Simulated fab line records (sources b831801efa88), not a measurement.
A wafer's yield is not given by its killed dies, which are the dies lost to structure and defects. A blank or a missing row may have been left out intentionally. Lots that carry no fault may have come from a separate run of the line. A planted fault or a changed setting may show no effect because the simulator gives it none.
Split-lot study | flow sky130 | on a route of 708 steps: 5 lots, 23 wafers read

== SPLIT DETAILS ==
At SKY_SD_P_EXPOSE_04 (exposes mask PSDM, target cd 380 nm), the setting dose_mj was moved away from the recipe's 138 on 10 of the 23 wafers read, by +4.9% to +6.4%. All remaining wafers had this setting at the recipe value.

== FROM THE SPLIT TO THE READING: what the file shows between them, 2 steps ==
- SKY_SD_P_PEB_05
- SKY_SD_P_DEVELOP_06: develop time 60 s

== THE READING ==
Shown in nm: cd_nm at SKY_SD_P_CD_MEAS_07, with target cd 380 nm. On this fab line, fault-free wafers typically give 379.1 nm with a standard deviation of 2.2 nm.

wafer  | tool, chamber at the split | dose_mj as run | against the recipe | cd_nm, nm | against lot-mates on the recipe
L077.1 | iline_stepper-02, 0        | 146.4          | +6.1%              | 398.4     | +19.1
L077.2 | iline_stepper-02, 0        | 138            | recipe             | 379.5     | -
L077.3 | iline_stepper-02, 0        | 146.4          | +6.1%              | 397.0     | +17.7
L077.4 | iline_stepper-02, 0        | 146.4          | +6.1%              | 397.5     | +18.2
L077.5 | iline_stepper-02, 0        | 138            | recipe             | 379.1     | -
L074.1 | iline_stepper-02, 0        | 138            | recipe             | 383.0     | -
L074.2 | iline_stepper-02, 0        | 138            | recipe             | 383.3     | -
L074.3 | iline_stepper-02, 0        | 144.7          | +4.9%              | 394.8     | +11.6
L074.5 | iline_stepper-02, 0        | 138            | recipe             | 383.2     | -
L074.6 | iline_stepper-02, 0        | 144.7          | +4.9%              | 396.9     | +13.7
L079.2 | iline_stepper-01, 0        | 145.6          | +5.5%              | 395.1     | +15.8
L079.3 | iline_stepper-01, 0        | 138            | recipe             | 377.1     | -
L079.4 | iline_stepper-01, 0        | 138            | recipe             | 381.9     | -
L079.5 | iline_stepper-01, 0        | 138            | recipe             | 379.0     | -
L079.6 | iline_stepper-01, 0        | 145.6          | +5.5%              | 394.0     | +14.7
L080.1 | iline_stepper-01, 0        | 146.8          | +6.4%              | 396.4     | +20.4
L080.2 | iline_stepper-01, 0        | 146.8          | +6.4%              | 396.1     | +20.1
L080.3 | iline_stepper-01, 0        | 138            | recipe             | 376.1     | -
L080.4 | iline_stepper-01, 0        | 146.8          | +6.4%              | 395.1     | +19.1
L080.5 | iline_stepper-01, 0        | 138            | recipe             | 375.8     | -
L082.4 | iline_stepper-02, 0        | 138            | recipe             | 380.0     | -
L082.5 | iline_stepper-02, 0        | 138            | recipe             | 381.8     | -
L082.6 | iline_stepper-02, 0        | 138            | recipe             | 381.1     | -

FIT RESULTS
A straight line over all 23 wafers: cd_nm changes by +2.73 nm for each +1% of dose_mj; r = +0.96; the points scatter about the line by 2.3 nm.
The same after taking each lot's own level away (the mean of its wafers on the recipe; 23 wafers): +2.97 nm for each +1%; r = +0.99; scatter 1.2 nm.
On that fit, the largest move of dose_mj shifts the reading by 19 nm.
The lots' own levels span 375.95 to 383.17 nm, that is 3.3 times the standard deviation above.
The two slopes are in agreement: the lot-to-lot level therefore moves the slope only a little.
Check: with one of the wafers moved furthest among these (+6.4%) left out of the fit, the line predicts +18.6 nm for it against its lot-mates. It came out at +20.4 nm against them.

== OTHER SPLITS APPLIED TO THESE WAFERS ==
Before the reading, these wafers also passed through other splits. Each is held against what the fit with the lots' levels taken away leaves over:
other split on the same wafers     | wafers away from the commonest value | r with cd_nm (lot level and that fit taken away)
SKY_LDD_N_IMPLANT_10 energy_kev    | 11                                   | +0.38
SKY_LDD_P_COAT_02 resist_thk_nm    | 7                                    | +0.33
SKY_LDD_P_IMPLANT_09 energy_kev    | 9                                    | +0.29
SKY_LDD_HVN_IMPLANT_08 energy_kev  | 9                                    | -0.08
SKY_POLY_CUT_COAT_03 resist_thk_nm | 11                                   | +0.24

== FILE'S OWN FIT ==
cd_nm changes by +2.91 nm for each +1% of dose_mj, r = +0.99.
